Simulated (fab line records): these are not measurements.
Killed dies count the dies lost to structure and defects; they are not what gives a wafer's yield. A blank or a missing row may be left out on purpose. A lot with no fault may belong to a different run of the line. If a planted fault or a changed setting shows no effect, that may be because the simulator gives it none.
Which tool was responsible? | flow sky130 | Sampling: 13 lots, 39 wafers, 6 of 708 route steps

## WHAT THE GAUGES SHOWED, per wafer
SKY_VT_ADJUST_LVTN_TW_MEAS_10.
lot  | measured     | on            | VT_ADJUST_LVTN_TW
L711 | day 7 23:13  | film-metro-04 | 244.5 244.6 243.7
L712 | day 8 00:22  | film-metro-04 | 242.8 241.9 242.9
L713 | day 7 23:27  | film-metro-02 | 236.4 237.0 237.2
L716 | day 8 18:04  | film-metro-01 | 239.3 237.8 239.7
L718 | day 9 00:07  | film-metro-04 | 243.4 242.2 242.3
L719 | day 9 13:02  | film-metro-04 | 243.1 241.9 242.8
L720 | day 9 14:58  | film-metro-04 | 30.0 30.2 30.2
L727 | day 11 20:05 | film-metro-02 | 236.1 237.2 237.2
L728 | day 11 21:50 | film-metro-02 | 237.6 238.3 237.4
L729 | day 12 03:55 | film-metro-04 | 242.4 242.7 243.0
L730 | day 12 12:43 | film-metro-04 | 242.5 244.2 242.9
L731 | day 12 15:58 | film-metro-01 | 239.3 238.6 238.6
L733 | day 13 04:41 | film-metro-01 | 237.9 239.2 238.9

SKY_GATE_OXIDE_THK_MEAS_02.
lot  | measured     | on            | GATE_OXIDE_OXIDATION_00_THK (nm)
L711 | day 14 02:13 | film-metro-01 | 9.95 9.93 10.06
L712 | day 14 04:25 | film-metro-03 | 10.03 9.98 10.21
L713 | day 14 02:49 | film-metro-04 | 10.05 10.08 10.02
L716 | day 15 02:59 | film-metro-04 | 10.56 10.49 10.69
L718 | day 15 11:20 | film-metro-01 | 10.42 10.50 10.42
L719 | day 16 02:34 | film-metro-03 | 10.63 10.51 10.67
L720 | day 16 07:17 | film-metro-03 | 10.22 10.43 10.28
L727 | day 18 21:47 | film-metro-04 | 10.02 10.15 10.22
L728 | day 19 04:46 | film-metro-03 | 10.43 10.45 10.51
L729 | day 19 12:41 | film-metro-01 | 9.97 9.91 9.79
L730 | day 19 21:43 | film-metro-04 | 10.31 10.16 10.06
L731 | day 20 01:54 | film-metro-01 | 10.03 10.13 9.96
L733 | day 20 18:10 | film-metro-03 | 9.84 9.87 9.90

## TOOL THAT RAN EACH LOT (tool first, then ch and the chambers of the sampled wafers, then the start)
lot  | SKY_FIELD_ISO_ETCH_17           | SKY_VT_ADJUST_HVTP_STRIP_10          | SKY_VT_ADJUST_LVTN_STRIP_09          | SKY_VT_ADJUST_PCH_STRIP_09
L711 | rie-si-02 ch 1,2, day 2 12:16   | plasma-asher-01 ch 0,1, day 7 02:37  | plasma-asher-02 ch 0,1, day 7 23:07  | plasma-asher-04 ch 1, day 11 15:13
L712 | rie-si-01 ch 0,2,3, day 2 16:14 | plasma-asher-01 ch 0,1, day 7 04:07  | plasma-asher-02 ch 0,1, day 8 00:16  | plasma-asher-04 ch 0,1, day 11 17:43
L713 | rie-si-01 ch 1,2,3, day 2 20:23 | plasma-asher-01 ch 0,1, day 7 03:01  | plasma-asher-03 ch 0,1, day 7 23:22  | plasma-asher-01 ch 0,1, day 11 15:36
L716 | rie-si-02 ch 1,2, day 3 13:31   | plasma-asher-01 ch 0,1, day 7 20:28  | plasma-asher-02 ch 0,1, day 8 17:58  | plasma-asher-01 ch 0,1, day 12 14:34
L718 | rie-si-02 ch 1,2,3, day 3 22:25 | plasma-asher-01 ch 0,1, day 8 02:14  | plasma-asher-02 ch 0,1, day 9 00:01  | plasma-asher-04 ch 0,1, day 12 21:16
L719 | rie-si-01 ch 0,2, day 4 08:48   | plasma-asher-01 ch 0,1, day 8 15:11  | plasma-asher-01 ch 0,1, day 9 12:55  | plasma-asher-01 ch 0,1, day 13 12:45
L720 | rie-si-02 ch 1,2,3, day 4 08:53 | plasma-asher-01 ch 0,1, day 8 17:02  | plasma-asher-01 ch 0,1, day 9 14:52  | plasma-asher-02 ch 0,1, day 13 14:39
L727 | rie-si-01 ch 0,1,3, day 5 21:00 | plasma-asher-04 ch 0,1, day 10 20:31 | plasma-asher-01 ch 0,1, day 11 20:00 | plasma-asher-01 ch 0,1, day 16 04:39
L728 | rie-si-01 ch 0,1, day 6 01:00   | plasma-asher-01 ch 0,1, day 10 22:05 | plasma-asher-01 ch 0,1, day 11 21:43 | plasma-asher-02 ch 0,1, day 16 08:12
L729 | rie-si-02 ch 0,1,2, day 6 09:48 | plasma-asher-04 ch 0,1, day 11 04:13 | plasma-asher-02 ch 0,1, day 12 03:49 | plasma-asher-04 ch 0,1, day 16 17:58
L730 | rie-si-01 ch 0,2, day 6 14:14   | plasma-asher-04 ch 0,1, day 11 12:20 | plasma-asher-02 ch 0, day 12 12:37   | plasma-asher-04 ch 0,1, day 17 02:07
L731 | rie-si-02 ch 1,2,3, day 6 17:56 | plasma-asher-02 ch 0,1, day 11 15:07 | plasma-asher-01 ch 0,1, day 12 15:52 | plasma-asher-04 ch 0,1, day 17 04:55
L733 | rie-si-02 ch 1,2,3, day 7 06:11 | plasma-asher-02 ch 0,1, day 12 02:10 | plasma-asher-03 ch 0,1, day 13 04:36 | plasma-asher-04 ch 0,1, day 17 19:56
- SKY_FIELD_ISO_ETCH_17: etches Si in HBr/Cl2/O2, target depth 342 nm, time 97.7 s.
- SKY_VT_ADJUST_HVTP_STRIP_10: strips in O2/N2.
- SKY_VT_ADJUST_LVTN_STRIP_09: strips in O2/N2.
- SKY_VT_ADJUST_PCH_STRIP_09: strips in O2/N2.

## AS READ BY THE TOOLS THEMSELVES (means over the sampled wafers that have a number; for cases with no such wafer, the mark the record gives instead)
SKY_FIELD_ISO_ETCH_17.
lot  | tool      | drypump-motor-current-A (A) | oes-product-au (a.u.) | throttle-valve-pct (%)
L711 | rie-si-02 | 5.3                         | 1.005                 | 25.662
L712 | rie-si-01 | 5.7                         | 0.990                 | 25.675
L713 | rie-si-01 | 6.0                         | 0.986                 | 25.679
L716 | rie-si-02 | 5.0                         | 0.998                 | 25.664
L718 | rie-si-02 | 5.0                         | 0.999                 | 25.656
L719 | rie-si-01 | 5.7                         | 0.991                 | 25.657
L720 | rie-si-02 | 5.0                         | 0.995                 | 25.662
L727 | rie-si-01 | 5.7                         | 0.995                 | 25.661
L728 | rie-si-01 | 5.3                         | 0.998                 | 25.659
L729 | rie-si-02 | 5.1                         | 0.989                 | 25.663
L730 | rie-si-01 | 5.7                         | 0.995                 | 25.655
L731 | rie-si-02 | 5.0                         | 0.996                 | 25.660
L733 | rie-si-02 | 5.0                         | 0.995                 | 25.660

SKY_VT_ADJUST_HVTP_STRIP_10.
lot  | tool            | drypump-motor-current-A (A) | oes-product-au (a.u.) | strip-time-to-endpoint-s (s)
L711 | plasma-asher-01 | 6.2                         | 0.714                 | 14.19
L712 | plasma-asher-01 | 6.2                         | 0.714                 | 14.11
L713 | plasma-asher-01 | 6.3                         | 0.717                 | 14.19
L716 | plasma-asher-01 | 6.2                         | 0.719                 | 14.16
L718 | plasma-asher-01 | 6.2                         | 0.716                 | 14.11
L719 | plasma-asher-01 | 6.2                         | 0.714                 | 14.19
L720 | plasma-asher-01 | 6.2                         | 0.901                 | -
L727 | plasma-asher-04 | 5.5                         | 0.716                 | 14.15
L728 | plasma-asher-01 | 6.2                         | 0.715                 | 14.15
L729 | plasma-asher-04 | 5.7                         | 0.716                 | 14.24
L730 | plasma-asher-04 | 5.5                         | 0.716                 | 14.22
L731 | plasma-asher-02 | 5.0                         | 0.714                 | 14.20
L733 | plasma-asher-02 | 5.2                         | 0.715                 | 14.18

SKY_VT_ADJUST_LVTN_STRIP_09.
lot  | tool            | drypump-motor-current-A (A) | oes-product-au (a.u.) | strip-time-to-endpoint-s (s)
L711 | plasma-asher-02 | 4.9                         | 0.724                 | 36.94
L712 | plasma-asher-02 | 5.0                         | 0.724                 | 36.80
L713 | plasma-asher-03 | 5.6                         | 0.721                 | 36.80
L716 | plasma-asher-02 | 5.3                         | 0.725                 | 36.78
L718 | plasma-asher-02 | 5.0                         | 0.723                 | 36.90
L719 | plasma-asher-01 | 6.2                         | 0.723                 | 36.91
L720 | plasma-asher-01 | 6.2                         | 0.726                 | 48.87
L727 | plasma-asher-01 | 6.2                         | 0.720                 | 36.77
L728 | plasma-asher-01 | 6.2                         | 0.722                 | 36.90
L729 | plasma-asher-02 | 5.2                         | 0.723                 | 36.98
L730 | plasma-asher-02 | 5.5                         | 0.724                 | 36.76
L731 | plasma-asher-01 | 6.2                         | 0.720                 | 36.83
L733 | plasma-asher-03 | 5.9                         | 0.723                 | 37.03

SKY_VT_ADJUST_PCH_STRIP_09.
lot  | tool            | drypump-motor-current-A (A) | oes-product-au (a.u.) | strip-time-to-endpoint-s (s)
L711 | plasma-asher-04 | 5.8                         | 0.718                 | 36.99
L712 | plasma-asher-04 | 5.5                         | 0.717                 | 36.88
L713 | plasma-asher-01 | 6.2                         | 0.722                 | 36.77
L716 | plasma-asher-01 | 6.2                         | 0.721                 | 36.95
L718 | plasma-asher-04 | 5.7                         | 0.722                 | 37.14
L719 | plasma-asher-01 | 6.2                         | 0.722                 | 36.97
L720 | plasma-asher-02 | 5.0                         | 0.720                 | 36.95
L727 | plasma-asher-01 | 6.2                         | 0.726                 | 36.84
L728 | plasma-asher-02 | 5.2                         | 0.718                 | 36.97
L729 | plasma-asher-04 | 5.5                         | 0.726                 | 37.00
L730 | plasma-asher-04 | 5.5                         | 0.724                 | 36.97
L731 | plasma-asher-04 | 5.7                         | 0.723                 | 36.81
L733 | plasma-asher-04 | 5.7                         | 0.723                 | 37.02

## THE ANSWER, worked out from the rows above alone
Rule: what is usual is taken from the lots themselves. The widest of any qualifying gaps counts: lots, ordered by their means at a reading, are off when they make up no more than a third of the lots, leave a main group of 4 or more, and stand apart from it by 3 or more times the standard deviation of that group's means. The tables above print the reading to a certain number of digits; a main group whose means all agree to those digits is not used. A lot without any number at a reading at which 4 lots or more have one is off too. Where the step has rows for the other lots, those lots are counted as sound. Order of review: gauges by route order, followed by the tools' own readings, for which a lot's mean as printed above is used. The first step at which some lot is off is used, and at that step the reading that is off furthest; a lot without a number counts as furthest.
Off: L720, seen at SKY_VT_ADJUST_LVTN_TW_MEAS_10 (VT_ADJUST_LVTN_TW). The main group has a mean of 240.5 with a standard deviation of 2.6.
If a tool, at a process step before that reading, ran all the lots that are off and no sound lot after the first of them, it fits. Not tried: the gauges at SKY_VT_ADJUST_LVTN_TW_MEAS_10; whatever is off there is also off at SKY_VT_ADJUST_HVTP_STRIP_10, on other tools, and gauge error can't account for it. No candidate that was tried fits.

## WHAT THE SIMULATOR HAD INSERTED
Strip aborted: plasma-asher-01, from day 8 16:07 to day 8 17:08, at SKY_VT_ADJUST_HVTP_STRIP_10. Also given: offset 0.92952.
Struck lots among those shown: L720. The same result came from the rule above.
